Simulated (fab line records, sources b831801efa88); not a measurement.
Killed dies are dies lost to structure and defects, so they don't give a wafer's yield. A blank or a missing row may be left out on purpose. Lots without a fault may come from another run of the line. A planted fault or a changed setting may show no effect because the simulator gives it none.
Problem report in the 8D (eight disciplines) form, filled by code | flow sky130 | the parts of the form that need people (team, actions taken, sign-off) are left out

1. THE PROBLEM
spin_speed_rpm at SKY_VT_ADJUST_HVTP_COAT_02 reads a mean of 2950.0 rpm on 6 wafers of 2 lots; wafers without a fault read 2999.8 rpm with a standard deviation of 1.9. That is -26 standard deviations from the usual mean.
The step: resist thk 1140 nm.
First seen on wafer L285.1, day 6 23:34, on litho_track-03. The record holds 18 wafers of 6 lots with a number at this step. Rule for "out", or "out of limits": more than 4 standard deviations from the usual mean. The other wafers with a number count as sound.

2. WHAT IT IS AND WHAT IT IS NOT
question                    | is                     | is not
which readings at this step | spin_speed_rpm         | chill_plate_temp_C, resist_line_temp_C
which lots                  | L285, L287             | L280, L299, L300, L302
which wafers of those lots  | all that have a number | -
read on which tools         | litho_track-03         | litho_track-01, litho_track-04
when                        | from day 6 23:34       | up to then (3 sound wafers); but 9 sound wafers of L299, L300, L302 came after

3. SUSPECTS, AND WHAT RULES EACH OUT
Counting: a tool at a process step up to the reading stays a suspect if it ran every lot that is out and no sound lot after the first of them.
- rtp_anneal-02 at SKY_NWELL_RTA_28 (time 30 s): ruled out as a lasting fault. Sound lots L299, L302 ran on it after its first lot that is out, L285 (day 6 14:22).
- litho_track-03 at SKY_VT_ADJUST_HVTP_COAT_02 (resist thk 1140 nm): ruled out as a lasting fault. Sound lots L299, L302 ran on it after its first lot that is out, L285 (day 6 23:34).
Left after counting: nothing in the record.

4. THE CAUSE (what the simulator had put in)
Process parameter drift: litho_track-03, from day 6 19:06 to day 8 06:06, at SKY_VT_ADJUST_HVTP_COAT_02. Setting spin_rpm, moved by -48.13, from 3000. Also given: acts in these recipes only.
Counting ruled it out, wrongly.

5. THE CHAIN OF EFFECTS, in route order
Each row: a reading whose mean over the struck wafers that have a number lies more than 3 standard deviations from the usual. Only readings for which the record gives a usual standard deviation are gone through. hours: the time from each lot's start at the first step in this table that gives one to its start at this step, as a median over the lots. sigmas: the change in usual standard deviations.
hours | step                       | reading        | usual      | on struck wafers | change | sigmas
0     | SKY_VT_ADJUST_HVTP_COAT_02 | spin_speed_rpm | 2999.8 rpm | 2950.0           | -49.8  | -26
The process steps in it:
- SKY_VT_ADJUST_HVTP_COAT_02: resist thk 1140 nm.
Later measuring or inspecting steps at which every struck wafer that the step has a row for has a number for every such reading, and none has moved that far: SKY_VT_ADJUST_HVTP_CD_MEAS_07.

6. WHAT WOULD HAVE CAUGHT IT SOONER
In this record the first reading out of limits was taken at day 6 23:34, 4 hours after the fault began at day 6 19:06.
